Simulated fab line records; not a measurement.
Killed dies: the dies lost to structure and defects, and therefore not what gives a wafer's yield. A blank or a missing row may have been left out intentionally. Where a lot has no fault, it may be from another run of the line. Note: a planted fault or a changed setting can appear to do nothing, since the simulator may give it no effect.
Which tool is to blame? -- flow sky130 -- 18 wafers from 6 lots sampled at 2 of the route's 708 steps

## WHAT THE GAUGES SHOWED, per wafer
SKY_NWELL_RS_MEAS_29: measurement is done with a four-point probe.
lot,measured,on,NWELL_RS (ohm/sq)
L745,day 5 15:37,film-metro-02,623.9 624.4 625.3
L748,day 6 09:26,film-metro-01,625.6 626.2 624.3
L752,day 7 08:57,film-metro-01,626.1 624.8 624.7
L755,day 8 03:15,film-metro-02,624.5 622.9 623.5
L763,day 10 07:59,film-metro-04,602.4 604.5 602.4
L766,day 10 21:32,film-metro-01,623.9 624.0 626.0

## WHICH TOOL RAN EACH LOT (tool, then ch and the chambers of the sampled wafers, then the start)
lot,SKY_NWELL_IMPLANT_11
L745,"implanter-02 ch 0, day 4 20:33"
L748,"implanter-04 ch 0, day 5 13:47"
L752,"implanter-03 ch 0, day 6 13:00"
L755,"implanter-04 ch 0, day 7 06:24"
L763,"implanter-03 ch 0, day 9 07:52"
L766,"implanter-02 ch 0, day 9 22:22"
- SKY_NWELL_IMPLANT_11

## THE ANSWER, worked out from the rows above alone
Rule: the lots themselves supply what counts as usual. The widest of any qualifying gaps counts: lots, ordered by their means at a reading, are off when they make up no more than a third of the lots, leave a main group of 4 or more, and stand apart from it by 3 or more times the standard deviation of that group's means. The tables above print the reading to a certain number of digits; a main group whose means all agree to those digits is not used. Also off: a lot with no number at a reading for which 4 or more lots have one. All remaining lots with rows at the step are treated as sound.
Off: L763, at SKY_NWELL_RS_MEAS_29 (NWELL_RS). Mean 624.7 ohm/sq and standard deviation 0.61 in the main group.
If a tool, at a process step before that reading, ran all the lots that are off and no sound lot after the first of them, it fits. Those tools and the gauges at SKY_NWELL_RS_MEAS_29 are tried in the same way. 2 tools fit, implanter-03 at SKY_NWELL_IMPLANT_11 and film-metro-04 at SKY_NWELL_RS_MEAS_29, so this cannot tell which one it is.

## WHAT THE SIMULATOR HAD PUT IN
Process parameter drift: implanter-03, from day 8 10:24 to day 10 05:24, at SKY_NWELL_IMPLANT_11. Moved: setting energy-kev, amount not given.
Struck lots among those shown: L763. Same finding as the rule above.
